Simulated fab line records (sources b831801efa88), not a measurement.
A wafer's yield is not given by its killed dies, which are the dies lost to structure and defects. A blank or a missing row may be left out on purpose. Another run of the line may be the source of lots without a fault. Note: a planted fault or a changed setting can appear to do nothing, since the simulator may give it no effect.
Split-lot trial ; flow sky130 ; 5 lots, 23 wafers read, on a route of 708 steps

## SPLIT DETAILS
At SKY_POLY_GATE_COAT_07 (resist thk 110 nm), the setting spinRpm was moved away from the recipe's 3000 rpm on 5 of the 23 wafers read, by +2.4% to +6.1%. All remaining wafers had this setting at the recipe value.

The reading comes from the split's own step.

## THE READING
BARC_of_POLY_GATE_COAT_07.thkNm (the simulator's own value, which no gauge read), in nm, at SKY_POLY_GATE_COAT_07 (resist thk 110 nm). No usual value for it is given in the file. The 18 wafers here that ran the recipe average 109.8 nm, standard deviation 0.23 nm.

wafer;tool, chamber at the split;spinRpm as run, rpm;against the recipe;BARC_of_POLY_GATE_COAT_07.thkNm, nm;against lot-mates on the recipe
L074.2;lithoTrack-01, 0;3000;recipe;109.7;-
L074.3;lithoTrack-01, 0;3000;recipe;109.4;-
L074.4;lithoTrack-01, 0;3000;recipe;109.6;-
L074.5;lithoTrack-01, 0;3000;recipe;110;-
L074.6;lithoTrack-01, 0;3000;recipe;109.8;-
L078.1;lithoTrack-04, 0;3000;recipe;109.7;-
L078.3;lithoTrack-04, 0;3000;recipe;110;-
L078.4;lithoTrack-04, 0;3000;recipe;110.1;-
L080.1;lithoTrack-02, 0;3000;recipe;110.1;-
L080.3;lithoTrack-02, 0;3000;recipe;110.3;-
L080.4;lithoTrack-02, 0;3184;+6.1%;107.1;-3.1
L080.5;lithoTrack-02, 0;3184;+6.1%;107;-3.2
L080.6;lithoTrack-02, 0;3184;+6.1%;107.2;-3.0
L082.1;lithoTrack-04, 0;3000;recipe;109.8;-
L082.2;lithoTrack-04, 0;3000;recipe;109.8;-
L082.3;lithoTrack-04, 0;3000;recipe;110.1;-
L082.4;lithoTrack-04, 0;3000;recipe;109.7;-
L082.6;lithoTrack-04, 0;3000;recipe;109.9;-
L083.1;lithoTrack-04, 0;3000;recipe;109.6;-
L083.6;lithoTrack-04, 0;3000;recipe;109.6;-
L083.2;lithoTrack-04, 0;3072;+2.4%;108.4;-1.3
L083.3;lithoTrack-04, 0;3072;+2.4%;109.1;-0.6
L083.4;lithoTrack-04, 0;3000;recipe;110;-

THE FIT
A straight line over all 23 wafers: BARC_of_POLY_GATE_COAT_07.thkNm changes by -0.448 nm for each +1% of spinRpm; r = -0.97; the points scatter about the line by 0.24 nm.
The same after taking each lot's own level away (the mean of its wafers on the recipe; 23 wafers): -0.499 nm for each +1%; r = -0.98; scatter 0.2 nm.
According to that fit, moving spinRpm by its largest amount changes the reading by 3.1 nm.
Measured against the standard deviation above, the lots' own levels, which go from 109.70 to 110.20 nm, span 2.2 times it.
In other words, the slope is changed by the lot-to-lot level; the two fits disagree.
Check: with one of the wafers moved furthest among these (+6.1%) left out of the fit, the line predicts -3.02 nm for it against its lot-mates. It came out at -3.1 nm against them.

## THESE WAFERS: OTHER SPLITS
Other splits were also applied to these wafers ahead of the reading. Each is held against what the fit with the lots' levels taken away leaves over:
other split on the same wafers;wafers away from the commonest value;r with BARC_of_POLY_GATE_COAT_07.thkNm (lot level and that fit taken away)
SKY_SONOS_ONO_DEVELOP_12 devTempC;6;-0.09

## FILE'S OWN FIT
BARC_of_POLY_GATE_COAT_07.thkNm changes by -0.492 nm for each +1% of spinRpm, r = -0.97.
